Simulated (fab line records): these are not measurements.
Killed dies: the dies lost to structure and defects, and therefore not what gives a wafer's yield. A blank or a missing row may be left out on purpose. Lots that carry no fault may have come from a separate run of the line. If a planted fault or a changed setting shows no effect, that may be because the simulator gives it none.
fab line records / flow sky130
record: lots: 5 wafers: 15 last_day: 50
route steps=708 shown VIA1@472 METAL2@483 VIA2@507 PAD_OPEN@708
lots untouched by any fault: they come from a run of this same line in which no faults occurred
start_h: hours from the record's opening day to when the first of the lot's shown wafers began / wait_h: hours since the lot's step before / " unchanged from the row above / L1.1+2: a single row standing in for several wafers / - no value present, or no start provided / * or withheld: withheld / < > ~ a bound
route shown NAME@n: a module of which the file shows steps, and the number in the route of the first / usual: mean/standard deviation of fault-free wafers / same: alike in all rows / chamber/n: place in a boat / sites: the reading at each site / _std_site: standard deviation across them / _edge_site: mean of outer sites minus mean of inner sites / radius_mm: how far each site lies from the wafer's centre / mask NAME#n: copy n / behind: the last tool/chamber to shape the wafer / hold: what put the lot on hold/how long, in hours/how the hold closed / device: transistor that didn't switch, given as n, p or np / end of line: at the end of the route, the tests of the same wafers / step lacking rows: just its recipe / killed: not the wafer's yield, but the dies lost to structure and defects at the first sort / map: dies across one wafer; x = killed, . = not, _ = none there
set.NAME: the setting as run; set.NAME@STEP: as run at that earlier step / model.NAME: the simulator's own value behind a step, which no gauge read
lots seen at some steps along the route; tables by step, rows by wafer
services: from which hour (start_h, from the record's first day; less than 0 if before it) a tool's chamber was out of use, for how many hours, and why
== steps ==
step: SKY_VIA1_ETCH_14
recipe: chemistry: N2/H2 target: BARC ion_energy_ev: 200 source_w: 500 bias_w: 100 pressure_mtorr: 30 n2_flow_sccm: 100 h2_flow_sccm: 200 stop_on: SiO2 time_s: 45.9 target_depth_a: 600
step: SKY_VIA1_ETCH_15
recipe: target: SiO2 chemistry: C4F8/O2/Ar target_depth_nm: 351 stop_on: TiN mask_material: KrF-thick source_w: 1500 bias_w: 1200 pressure_mtorr: 40 c4f8_flow_sccm: withheld O2_flow_sccm: 6 Ar_flow_sccm: 300 time_s: 54
step: SKY_VIA1_STRIP_16
recipe: chemistry: O2/N2 power_w: 1400 pressure_mtorr: 1500 platen_temp_c: withheld o2_flow_sccm: 3000 n2_flow_sccm: 300 overash_fraction: 0.5
step: SKY_VIA1_STRIP_17
recipe: chemistry: post_etch_residue_remover time_s: 1200 temp_c: 72.5
step: SKY_VIA1_CLEAN_18
recipe: chemistry: IPA time_s: 180 temp_c: 25
step: SKY_VIA1_CLEAN_19
recipe: chemistry: O3/DIW dry: n2_spin
step: SKY_VIA1_SPUTTER_20
recipe: material: TiN target_thk_nm: 20 chamber_pressure_pa: 5 power_w: 4000 time_s: 80
step: SKY_VIA1_CVD_21
recipe: material: W target_thk_nm: 270 time_s: 80.902 temp_c: 400 pressure_torr: 38.21
step: SKY_VIA1_CMP_24
recipe: stop_on: SiO2 t_overpolish_s: 15 down_force_psi: 3.5 platen_rpm: 60 target_thk_nm: 0 pad_velocity_m_s: 0.94248
step: SKY_METAL2_SPUTTER_00
recipe: material: Ti target_thk_nm: 15 power_w: 3000 time_s: 10 chamber_pressure_pa: 0.4
usual: throttle_valve_pct: 29.4/0.89
lot.wafer=L162.1 tool=pvd_sputter-04 chamber=- start_h=813.37 wait_h=0.1 throttle_valve_pct=29.9
lot.wafer=L162.3 tool=pvd_sputter-04 chamber=- start_h=813.37 wait_h=0.1 throttle_valve_pct=28.9
lot.wafer=L162.6 tool=pvd_sputter-04 chamber=- start_h=813.37 wait_h=0.1 throttle_valve_pct=28.9
lot.wafer=L167.1 tool=pvd_sputter-02 chamber=- start_h=849.82 wait_h=0.1 throttle_valve_pct=28.8
lot.wafer=L167.2 tool=pvd_sputter-02 chamber=- start_h=849.82 wait_h=0.1 throttle_valve_pct=27.6
lot.wafer=L167.3 tool=pvd_sputter-02 chamber=- start_h=849.82 wait_h=0.1 throttle_valve_pct=30.7
lot.wafer=L176.1 tool=pvd_sputter-02 chamber=- start_h=922.77 wait_h=0.2 throttle_valve_pct=29.5
lot.wafer=L176.2 tool=pvd_sputter-02 chamber=- start_h=922.77 wait_h=0.2 throttle_valve_pct=30.4
lot.wafer=L176.4 tool=pvd_sputter-02 chamber=- start_h=922.77 wait_h=0.2 throttle_valve_pct=29.1
lot.wafer=L178.1 tool=pvd_sputter-02 chamber=- start_h=942.23 wait_h=0.2 throttle_valve_pct=29.7
lot.wafer=L178.3 tool=pvd_sputter-02 chamber=- start_h=942.23 wait_h=0.2 throttle_valve_pct=30.2
lot.wafer=L178.6 tool=pvd_sputter-02 chamber=- start_h=942.23 wait_h=0.2 throttle_valve_pct=29.6
lot.wafer=L180.1 tool=pvd_sputter-02 chamber=- start_h=946.04 wait_h=0.1 throttle_valve_pct=27.6
lot.wafer=L180.2 tool=pvd_sputter-02 chamber=- start_h=946.04 wait_h=0.1 throttle_valve_pct=30.4
lot.wafer=L180.6 tool=pvd_sputter-02 chamber=- start_h=946.04 wait_h=0.1 throttle_valve_pct=29.5
step: SKY_METAL2_SPUTTER_01
recipe: material: TiN target_thk_nm: 20 power_w: 6500 time_s: 16.7 chamber_pressure_pa: 0.4
step: SKY_METAL2_SPUTTER_02
recipe: material: AlCu target_thk_nm: 250 power_w: 10600 time_s: 13.3 chamber_pressure_pa: 0.4
step: SKY_METAL2_SPUTTER_03
recipe: material: Ti target_thk_nm: 5 power_w: 3000 time_s: 3.3 chamber_pressure_pa: 0.4
step: SKY_METAL2_SPUTTER_04
recipe: material: TiN target_thk_nm: 70 power_w: 6500 time_s: 58.3 chamber_pressure_pa: 0.4
step: SKY_METAL2_DEHYDRATE_07
recipe: temp_c: 200 time_s: 60
step: SKY_METAL2_HMDS_08
recipe: prime_time_s: 60 prime_temp_c: 120
step: SKY_METAL2_COAT_09
recipe: resist: BARC temp_c: withheld time_s: withheld spin_rpm: 3000 resist_thk_nm: 60
step: SKY_METAL2_COAT_10
recipe: resist: KrF-thick spin_rpm: 3000 resist_thk_nm: 450
step: SKY_METAL2_SOFTBAKE_11
recipe: temp_c: 100 time_s: 90 resist: KrF-thick
step: SKY_METAL2_EXPOSE_12
recipe: mask_id: MM2 na: 0.8 source_shape: annular sigma_inner: 0.55 sigma_outer: 0.85 target_cd_nm: 140 dose_mj: 28
step: SKY_METAL2_PEB_13
recipe: peb_temp_c: withheld peb_time_s: withheld resist: KrF-thick
step: SKY_METAL2_DEVELOP_14
recipe: develop_time_s: 60 resist: KrF-thick dev_temp_c: 21
step: SKY_METAL2_DESCUM_17
recipe: chemistry: O2 source_power_w: 150 bias_power_w: 0 pressure_mtorr: 10 temp_c: 40 time_s: 8
step: SKY_METAL2_ETCH_18
recipe: chemistry: N2/H2 target: BARC ion_energy_ev: 200 bias_w: 100 pressure_mtorr: 30 n2_flow_sccm: 100 h2_flow_sccm: 200 icp_w: 500 stop_on: SiO2 time_s: 45.9 target_depth_a: 600
step: SKY_METAL2_METAL_ETCH_19
recipe: target_depth_a: 3600 stop_on: SiO2 over_etch_frac: 0.2901 time_s: 78 chemistry: Cl2/BCl3 resist_sidewall_deg: 88 pressure_mtorr: 10 icp_w: 900 bias_w: 48.5 Cl2_flow_sccm: 60 bcl3_flow_sccm: 30
step: SKY_METAL2_STRIP_20
recipe: chemistry: O2/N2 power_w: 1400 pressure_mtorr: 1500 platen_temp_c: withheld o2_flow_sccm: 3000 n2_flow_sccm: 300 overash_fraction: 0.5
step: SKY_METAL2_STRIP_21
recipe: chemistry: post_etch_residue_remover time_s: 1200 temp_c: 72.5
step: SKY_METAL2_CLEAN_22
recipe: chemistry: IPA time_s: 180 temp_c: 25
step: SKY_METAL2_CLEAN_23
recipe: chemistry: O3/DIW dry: n2_spin
step: SKY_VIA2_HDPCVD_00
recipe: material: SiO2 target_thk_nm: 1180 sigma_open_frac: 0.3 time_s: 196.7 temp_c: 400 sih4_flow_sccm: 60 pressure_mtorr: 6
step: SKY_VIA2_CMP_02
recipe: material: SiO2 down_force_psi: 4 platen_rpm: 60 pad_velocity_m_s: 0.94248
step: SKY_VIA2_DEHYDRATE_04
recipe: temp_c: 200 time_s: 60
step: SKY_VIA2_HMDS_05
recipe: prime_time_s: 60 prime_temp_c: 120
step: SKY_PAD_OPEN_PROBE_99
usual: defect_limited_yield: 82.8/2.1 killed_at_M0_to_M3: 43/7.3 killed_at_M4_up: 3.4/2.1 killed_at_contacts: 24/5.9 killed_at_front_end: 14/4 killed_at_other: 0.3/0.54 killed_dies: 85/10 killed_open: 46/7.7 killed_short: 38/6 sort_bin_3_pad_short: 0.8/0.48 sort_bin_5_function: 10.2/1.7 sort_bin_6_memory: 6.2/1.1 sort_n_pass: 407/10 sort_yield_pct: 82.8/2.1
same: gross_dies: 492 killed_at_back_side: 0 sort_bin_4_leakage[%]: 0 sort_bin_8_speed[%]: 0
lot.wafer=L162.1 tool=prober-02 chamber=- start_h=1100.16 wait_h=0.1 hold=- defect_limited_yield[%]=83.1 killed_at_M0_to_M3=39 killed_at_M4_up=4 killed_at_contacts=26 killed_at_front_end=14 killed_at_other=0 killed_dies=83 killed_open=38 killed_short=45 sort_bin_3_pad_short[%]=0.8 sort_bin_5_function[%]=10.8 sort_bin_6_memory[%]=5.3 sort_n_pass=409 sort_yield_pct[%]=83.1 model.etest.tester.sort_n_pass=409 model.etest.tester.sort_yield_pct=83.13 model.etest.tester.sort_bin_5_pct=10.77 model.etest.tester.sort_bin_3_pct=0.813
lot.wafer=L162.3 tool=prober-02 chamber=- start_h=1100.26 wait_h=0.2 hold=- defect_limited_yield[%]=81.3 killed_at_M0_to_M3=39 killed_at_M4_up=13 killed_at_contacts=23 killed_at_front_end=17 killed_at_other=0 killed_dies=92 killed_open=54 killed_short=38 sort_bin_3_pad_short[%]=0.4 sort_bin_5_function[%]=9.8 sort_bin_6_memory[%]=8.5 sort_n_pass=400 sort_yield_pct[%]=81.3 model.etest.tester.sort_n_pass=400 model.etest.tester.sort_yield_pct=81.3 model.etest.tester.sort_bin_5_pct=9.756 model.etest.tester.sort_bin_3_pct=0.4065
lot.wafer=L162.6 tool=prober-02 chamber=- start_h=1100.41 wait_h=0.2 hold=- defect_limited_yield[%]=83.3 killed_at_M0_to_M3=38 killed_at_M4_up=2 killed_at_contacts=24 killed_at_front_end=18 killed_at_other=0 killed_dies=82 killed_open=47 killed_short=35 sort_bin_3_pad_short[%]=0.2 sort_bin_5_function[%]=8.7 sort_bin_6_memory[%]=7.7 sort_n_pass=410 sort_yield_pct[%]=83.3 model.etest.tester.sort_n_pass=410 model.etest.tester.sort_yield_pct=83.33 model.etest.tester.sort_bin_5_pct=8.74 model.etest.tester.sort_bin_3_pct=0.2033
lot.wafer=L167.1 tool=prober-01 chamber=- start_h=1128.22 wait_h=0.1 hold=- defect_limited_yield[%]=81.7 killed_at_M0_to_M3=42 killed_at_M4_up=4 killed_at_contacts=27 killed_at_front_end=15 killed_at_other=2 killed_dies=90 killed_open=51 killed_short=39 sort_bin_3_pad_short[%]=1.2 sort_bin_5_function[%]=8.7 sort_bin_6_memory[%]=8.3 sort_n_pass=402 sort_yield_pct[%]=81.7 model.etest.tester.sort_n_pass=402 model.etest.tester.sort_yield_pct=81.71 model.etest.tester.sort_bin_5_pct=8.74 model.etest.tester.sort_bin_3_pct=1.22
lot.wafer=L167.2 tool=prober-01 chamber=- start_h=1128.27 wait_h=0.1 hold=- defect_limited_yield[%]=87.6 killed_at_M0_to_M3=36 killed_at_M4_up=2 killed_at_contacts=12 killed_at_front_end=11 killed_at_other=0 killed_dies=61 killed_open=28 killed_short=33 sort_bin_3_pad_short[%]=0.4 sort_bin_5_function[%]=7.5 sort_bin_6_memory[%]=4.5 sort_n_pass=431 sort_yield_pct[%]=87.6 model.etest.tester.sort_n_pass=431 model.etest.tester.sort_yield_pct=87.6 model.etest.tester.sort_bin_5_pct=7.52 model.etest.tester.sort_bin_3_pct=0.4065
lot.wafer=L167.3 tool=prober-01 chamber=- start_h=1128.32 wait_h=0.2 hold=- defect_limited_yield[%]=87.0 killed_at_M0_to_M3=36 killed_at_M4_up=2 killed_at_contacts=16 killed_at_front_end=10 killed_at_other=0 killed_dies=64 killed_open=34 killed_short=30 sort_bin_3_pad_short[%]=1.0 sort_bin_5_function[%]=8.1 sort_bin_6_memory[%]=3.9 sort_n_pass=428 sort_yield_pct[%]=87.0 model.etest.tester.sort_n_pass=428 model.etest.tester.sort_yield_pct=86.99 model.etest.tester.sort_bin_5_pct=8.13 model.etest.tester.sort_bin_3_pct=1.016
lot.wafer=L176.1 tool=prober-02 chamber=- start_h=1178.82 wait_h=0.1 hold=await_dispo/3.3h/release defect_limited_yield[%]=74.8 killed_at_M0_to_M3=87 killed_at_M4_up=3 killed_at_contacts=23 killed_at_front_end=11 killed_at_other=0 killed_dies=124 killed_open=43 killed_short=30 sort_bin_3_pad_short[%]=3.5 sort_bin_5_function[%]=15.9 sort_bin_6_memory[%]=5.9 sort_n_pass=368 sort_yield_pct[%]=74.8 model.etest.tester.sort_n_pass=368 model.etest.tester.sort_yield_pct=74.8 model.etest.tester.sort_bin_5_pct=15.85 model.etest.tester.sort_bin_3_pct=3.455
lot.wafer=L176.2 tool=prober-02 chamber=- start_h=1178.87 wait_h=0.1 hold=await_dispo/3.3h/release defect_limited_yield[%]=82.5 killed_at_M0_to_M3=46 killed_at_M4_up=3 killed_at_contacts=21 killed_at_front_end=16 killed_at_other=0 killed_dies=86 killed_open=54 killed_short=31 sort_bin_3_pad_short[%]=0.6 sort_bin_5_function[%]=10.4 sort_bin_6_memory[%]=6.5 sort_n_pass=406 sort_yield_pct[%]=82.5 model.etest.tester.sort_n_pass=406 model.etest.tester.sort_yield_pct=82.52 model.etest.tester.sort_bin_5_pct=10.37 model.etest.tester.sort_bin_3_pct=0.6098
lot.wafer=L176.4 tool=prober-02 chamber=- start_h=1178.97 wait_h=0.2 hold=await_dispo/3.3h/release defect_limited_yield[%]=85.0 killed_at_M0_to_M3=38 killed_at_M4_up=3 killed_at_contacts=13 killed_at_front_end=19 killed_at_other=1 killed_dies=74 killed_open=40 killed_short=33 sort_bin_3_pad_short[%]=1.0 sort_bin_5_function[%]=9.1 sort_bin_6_memory[%]=4.9 sort_n_pass=418 sort_yield_pct[%]=85.0 model.etest.tester.sort_n_pass=418 model.etest.tester.sort_yield_pct=84.96 model.etest.tester.sort_bin_5_pct=9.146 model.etest.tester.sort_bin_3_pct=1.016
lot.wafer=L178.1 tool=prober-02 chamber=- start_h=1192.42 wait_h=0.1 hold=await_dispo/0.9h/release defect_limited_yield[%]=70.3 killed_at_M0_to_M3=107 killed_at_M4_up=6 killed_at_contacts=19 killed_at_front_end=14 killed_at_other=0 killed_dies=146 killed_open=46 killed_short=36 sort_bin_3_pad_short[%]=2.2 sort_bin_5_function[%]=19.7 sort_bin_6_memory[%]=7.7 sort_n_pass=346 sort_yield_pct[%]=70.3 model.etest.tester.sort_n_pass=346 model.etest.tester.sort_yield_pct=70.33 model.etest.tester.sort_bin_5_pct=19.72 model.etest.tester.sort_bin_3_pct=2.236
lot.wafer=L178.3 tool=prober-02 chamber=- start_h=1192.52 wait_h=0.2 hold=await_dispo/0.9h/release defect_limited_yield[%]=82.7 killed_at_M0_to_M3=51 killed_at_M4_up=4 killed_at_contacts=19 killed_at_front_end=10 killed_at_other=1 killed_dies=85 killed_open=39 killed_short=46 sort_bin_3_pad_short[%]=1.8 sort_bin_5_function[%]=8.9 sort_bin_6_memory[%]=6.5 sort_n_pass=407 sort_yield_pct[%]=82.7 model.etest.tester.sort_n_pass=407 model.etest.tester.sort_yield_pct=82.72 model.etest.tester.sort_bin_5_pct=8.943 model.etest.tester.sort_bin_3_pct=1.829
lot.wafer=L178.6 tool=prober-02 chamber=- start_h=1192.67 wait_h=0.2 hold=await_dispo/0.9h/release defect_limited_yield[%]=74.0 killed_at_M0_to_M3=86 killed_at_M4_up=1 killed_at_contacts=22 killed_at_front_end=18 killed_at_other=1 killed_dies=128 killed_open=41 killed_short=31 sort_bin_3_pad_short[%]=2.2 sort_bin_5_function[%]=16.9 sort_bin_6_memory[%]=6.9 sort_n_pass=364 sort_yield_pct[%]=74.0 model.etest.tester.sort_n_pass=364 model.etest.tester.sort_yield_pct=73.98 model.etest.tester.sort_bin_5_pct=16.87 model.etest.tester.sort_bin_3_pct=2.236
lot.wafer=L180.1 tool=prober-02 chamber=- start_h=1197.93 wait_h=0.1 hold=await_dispo/6.6h/release defect_limited_yield[%]=81.1 killed_at_M0_to_M3=47 killed_at_M4_up=1 killed_at_contacts=25 killed_at_front_end=19 killed_at_other=1 killed_dies=93 killed_open=56 killed_short=37 sort_bin_3_pad_short[%]=0 sort_bin_5_function[%]=13.0 sort_bin_6_memory[%]=5.9 sort_n_pass=399 sort_yield_pct[%]=81.1 model.etest.tester.sort_n_pass=399 model.etest.tester.sort_yield_pct=81.1 model.etest.tester.sort_bin_5_pct=13.01 model.etest.tester.sort_bin_3_pct=0
lot.wafer=L180.2 tool=prober-02 chamber=- start_h=1197.98 wait_h=0.1 hold=await_dispo/6.6h/release defect_limited_yield[%]=80.9 killed_at_M0_to_M3=48 killed_at_M4_up=5 killed_at_contacts=25 killed_at_front_end=16 killed_at_other=0 killed_dies=94 killed_open=50 killed_short=44 sort_bin_3_pad_short[%]=0.8 sort_bin_5_function[%]=10.4 sort_bin_6_memory[%]=7.9 sort_n_pass=398 sort_yield_pct[%]=80.9 model.etest.tester.sort_n_pass=398 model.etest.tester.sort_yield_pct=80.89 model.etest.tester.sort_bin_5_pct=10.37 model.etest.tester.sort_bin_3_pct=0.813
lot.wafer=L180.6 tool=prober-02 chamber=- start_h=1198.18 wait_h=0.2 hold=await_dispo/6.6h/release defect_limited_yield[%]=74.4 killed_at_M0_to_M3=86 killed_at_M4_up=3 killed_at_contacts=29 killed_at_front_end=8 killed_at_other=0 killed_dies=126 killed_open=43 killed_short=37 sort_bin_3_pad_short[%]=2.4 sort_bin_5_function[%]=16.3 sort_bin_6_memory[%]=6.9 sort_n_pass=366 sort_yield_pct[%]=74.4 model.etest.tester.sort_n_pass=366 model.etest.tester.sort_yield_pct=74.39 model.etest.tester.sort_bin_5_pct=16.26 model.etest.tester.sort_bin_3_pct=2.439
killed by level:class
L162.1 CONTACT:geometric_particle:open=9 METAL2:geometric_particle:short=8 LI_CONTACT:geometric_particle:open=6 METAL3:geometric_particle:short=6 LOCAL_INTERCONNECT:geometric_particle:short=5 CONTACT:geometric_particle:short=5 VIA2:geometric_particle:open=5 VIA2:geometric_particle:short=4
L162.3 VIA1:geometric_particle:open=11 LI_CONTACT:geometric_particle:open=10 VIA2:geometric_particle:open=9 METAL4:geometric_particle:short=8 FIELD_ISO:geometric_particle:short=6 CONTACT:geometric_particle:short=6 CONTACT:geometric_particle:open=6 METAL1:geometric_particle:short=5
L162.6 LI_CONTACT:geometric_particle:open=11 CONTACT:geometric_particle:open=7 VIA1:geometric_particle:open=7 METAL2:geometric_particle:short=7 VIA2:geometric_particle:short=6 VIA3:geometric_particle:open=5 FIELD_ISO:geometric_particle:open=4 FIELD_ISO:geometric_particle:short=4
L167.1 CONTACT:geometric_particle:open=12 VIA1:geometric_particle:open=8 VIA3:geometric_particle:open=7 METAL3:geometric_particle:short=6 LOCAL_INTERCONNECT:geometric_particle:short=6 FIELD_ISO:geometric_particle:open=5 METAL2:geometric_particle:short=5 VIA2:geometric_particle:open=5
L167.2 VIA2:geometric_particle:open=8 VIA3:geometric_particle:open=6 POLY_GATE:geometric_particle:short=5 VIA3:geometric_particle:short=5 LI_CONTACT:geometric_particle:open=4 METAL1:geometric_particle:short=4 CONTACT:geometric_particle:short=3 VIA2:geometric_particle:short=3
L167.3 CONTACT:geometric_particle:open=7 VIA1:geometric_particle:open=7 METAL2:geometric_particle:short=6 METAL1:geometric_particle:short=5 VIA3:geometric_particle:open=5 VIA1:geometric_particle:short=5 LOCAL_INTERCONNECT:geometric_particle:short=4 VIA2:geometric_particle:open=4
L176.1 METAL2:unspecified=51 CONTACT:geometric_particle:open=12 VIA1:geometric_particle:open=10 VIA2:geometric_particle:short=6 LI_CONTACT:geometric_particle:open=5 VIA1:geometric_particle:short=4 VIA3:geometric_particle:open=4 POLY_GATE:geometric_particle:short=3
L176.2 VIA1:geometric_particle:open=16 CONTACT:geometric_particle:open=8 LI_CONTACT:geometric_particle:open=7 POLY_GATE:geometric_particle:short=6 VIA1:geometric_particle:short=6 VIA3:geometric_particle:open=6 VIA2:geometric_particle:open=5 POLY_GATE:geometric_particle:open=4
L176.4 VIA1:geometric_particle:open=10 POLY_GATE:geometric_particle:open=7 VIA3:geometric_particle:open=7 FIELD_ISO:geometric_particle:short=5 LI_CONTACT:geometric_particle:open=5 POLY_GATE:geometric_particle:short=4 LOCAL_INTERCONNECT:geometric_particle:short=4 METAL1:geometric_particle:short=4
L178.1 METAL2:unspecified=64 CONTACT:geometric_particle:open=10 VIA1:geometric_particle:open=10 VIA2:geometric_particle:open=8 VIA3:geometric_particle:open=6 FIELD_ISO:geometric_particle:short=5 METAL1:geometric_particle:short=5 METAL2:geometric_particle:short=5
L178.3 VIA3:geometric_particle:open=9 CONTACT:geometric_particle:open=8 VIA2:geometric_particle:open=7 METAL2:geometric_particle:short=6 CONTACT:geometric_particle:short=6 METAL1:geometric_particle:short=5 VIA1:geometric_particle:open=5 VIA3:geometric_particle:short=5
L178.6 METAL2:unspecified=54 CONTACT:geometric_particle:open=11 VIA1:geometric_particle:open=11 FIELD_ISO:geometric_particle:short=7 VIA3:geometric_particle:open=6 LI_CONTACT:geometric_particle:open=6 METAL2:geometric_particle:short=4 FIELD_ISO:geometric_particle:open=3
L180.1 VIA1:geometric_particle:open=13 CONTACT:geometric_particle:open=10 VIA3:geometric_particle:open=9 LI_CONTACT:geometric_particle:open=7 FIELD_ISO:geometric_particle:open=6 METAL2:geometric_particle:short=5 VIA1:geometric_particle:short=4 CONTACT:geometric_particle:short=4
L180.2 CONTACT:geometric_particle:open=12 VIA1:geometric_particle:open=11 LI_CONTACT:geometric_particle:open=7 VIA3:geometric_particle:short=7 VIA3:geometric_particle:open=7 VIA1:geometric_particle:short=6 METAL4:geometric_particle:short=5 METAL1:geometric_particle:short=4
L180.6 METAL2:unspecified=46 LI_CONTACT:geometric_particle:open=13 VIA1:geometric_particle:open=10 CONTACT:geometric_particle:short=7 VIA2:geometric_particle:open=6 METAL2:geometric_particle:short=5 CONTACT:geometric_particle:open=5 FIELD_ISO:geometric_particle:short=4
map L176.1 (x killed, . not)
__________...x......_________
________x..x.........._______
______...x.....x.....x.x_____
_____x......x...x...x...x____
____......x..x......x.x..x___
___x..................x....__
__.......x..x.x......x..x..._
_.....xx......x..x.xx.xx.x...
_xx..........x.....xxxx......
_....x........xx..xxxxxx.x.x.
_.....x.........xxxxxxxx.x...
_................xxxxxxxxx...
_x.xx.............xxxxxxxx.x.
_x...x.......xx.xxxxxxx.....x
_..........x....xxx..xx......
__x........xx.xxx.x......x.x_
___....................x.xx__
____...................x..___
_____............x.......____
______..x.x...x.x......._____
________...x.......x.._______
__________.x.x...x.x_________
map L178.1 (x killed, . not)
__________.x........_________
________..x..........._______
______.........x....x..._____
_____.x.x....x..xxx.x....____
____..x....x.........x....___
___xx....xx...x............__
__...........x.....x.xx...xx_
_.xx.x.........xx....x.......
_............xx.x..xxxxxx...x
_.........x....xxxxxxxxx..x..
_.....x....x..xx.xxxxxxxxx.xx
_.......x....x..xxxxxxxxxx...
_x.xx..........xxxxxxxxxxx...
_........xxxx....xxxxxxxx.xx.
_..x...x.x......xx..xxxxxx...
__............xx..x.xxxx...._
___..x......x........xx...x__
____.....xx.....xx........___
_____.....x..........x...____
______..x.x..xx....x..x._____
________.....xxx....x._______
__________.........._________
== services ==
tool=pvd_sputter-04 chamber=0 start_h=808.24 hours=- kind=consumable_replace:kit
tool=pvd_sputter-04 chamber=0 start_h=808.24 hours=18.0 kind=scheduled_down
tool=pvd_sputter-04 chamber=0 start_h=808.24 hours=18.0 kind=vent_cycle
tool=pvd_sputter-02 chamber=3 start_h=832.61 hours=- kind=consumable_replace:kit
tool=pvd_sputter-02 chamber=3 start_h=832.61 hours=18.0 kind=scheduled_down
tool=pvd_sputter-02 chamber=3 start_h=832.61 hours=18.0 kind=vent_cycle
tool=pvd_sputter-04 chamber=- start_h=853.66 hours=4.9 kind=repair
tool=pvd_sputter-04 chamber=- start_h=884.17 hours=3.1 kind=repair
== key ==
first_sign: step: SKY_PAD_OPEN_PROBE_99 reading: killed_at_M0_to_M3 direction: up sigmas: 6.6 usual: 43 struck: 92
effect: step: SKY_PAD_OPEN_PROBE_99 reading: defect_limited_yield direction: down sigmas: 4.5 usual: 82.8 struck: 73.4
model_effect: step: SKY_PAD_OPEN_PROBE_99 value: etest.tester.sort_n_pass without: 407.8 struck: 361
met_at SKY_METAL2_SPUTTER_00
struck_wafers L176.1,L178.1,L178.6,L180.6
fault: kind: chamber_particle_source tool: pvd_sputter-02 chamber: - onset_h: 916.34 steps: SKY_METAL2_SPUTTER_00 rate_per_visit_cm2: 0.93791 end_h: 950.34 scope: struck_wafers_only
